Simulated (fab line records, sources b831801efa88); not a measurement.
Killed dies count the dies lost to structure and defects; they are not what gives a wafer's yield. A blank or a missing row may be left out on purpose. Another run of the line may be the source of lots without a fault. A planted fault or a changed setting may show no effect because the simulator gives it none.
Problem report in the 8D (eight disciplines) form, filled by code	flow sfq-line	the parts of the form that need people (team, actions taken, sign-off) are left out

## 1. THE ISSUE
Wafers without a fault read 3000.4 rpm, standard deviation 2.2; spin-speed-rpm at SFQ_TRILAYER_M2_LITHO_COAT_057 reads a mean of 3250.1 rpm on 6 wafers belonging to 2 lots. So: +99 or more standard deviations from the usual mean.
The step: resist thk 600 nm.
First seen on wafer L112.1, day 17 22:54, on litho-track-04. The record has a number at this step for 42 wafers belonging to 14 lots. Rule for "out", or "out of limits": more than 4 standard deviations from the usual mean. The other wafers with a number count as sound.

## 2. WHAT IT IS, AND WHAT IT ISN'T
question	is	is not
which readings at this step	spin-speed-rpm	dispense-pressure-kPa
which lots	L112, L114	L107, L110, L111, L113, L121, L122, L123, L124, L125, L128, L129, L130
which wafers of those lots	all that have a number	-
read on which tools	litho-track-04	litho-track-01, litho-track-02
when	from day 17 22:54	up to then (9 sound wafers); but 27 sound wafers of L113, L121, L122, L123, L124, L125, L128, L129, L130 came after

## 3. SUSPECTS, AND WHAT RULES EACH OUT
Counting: a tool at any process step up to the reading remains a suspect when it ran all the lots that are out and ran no sound lot after the first of those.
- litho-track-04 at SFQ_TRILAYER_M2_LITHO_COAT_057 (resist thk 600 nm): ruled out as a lasting fault. Following L112 (day 17 22:54), the first lot on it that is out, the sound lots L123, L124, L125, L128, L130 were run on it.
Left after counting: nothing in the record.

## 4. THE CAUSE (what the simulator had put in)
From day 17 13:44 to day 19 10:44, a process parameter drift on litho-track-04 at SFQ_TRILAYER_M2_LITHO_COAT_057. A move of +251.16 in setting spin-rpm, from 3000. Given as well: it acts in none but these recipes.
Counting ruled it out, wrongly.

## 5. THE EFFECT CHAIN, in route order
Rows list readings where the struck wafers' mean (over those with a number) sits beyond 3 standard deviations from the usual. Readings are gone through only where the record gives a usual standard deviation; hours: the median, over the lots, of the time from a lot's start at the first step in this table giving one to that lot's start at this step; sigmas: the change measured in usual standard deviations.
hours	step	reading	usual	on struck wafers	change	sigmas
0	SFQ_TRILAYER_M2_LITHO_COAT_057	spin-speed-rpm	3000.4 rpm	3250.1	+249.7	+99 or more
Here are the process steps it includes:
- SFQ_TRILAYER_M2_LITHO_COAT_057: resist thk 600 nm.

## 6. WHAT WOULD HAVE CAUGHT IT SOONER
The fault began at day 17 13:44; the first out-of-limits reading in this record came at day 17 22:54, 9 hours later.
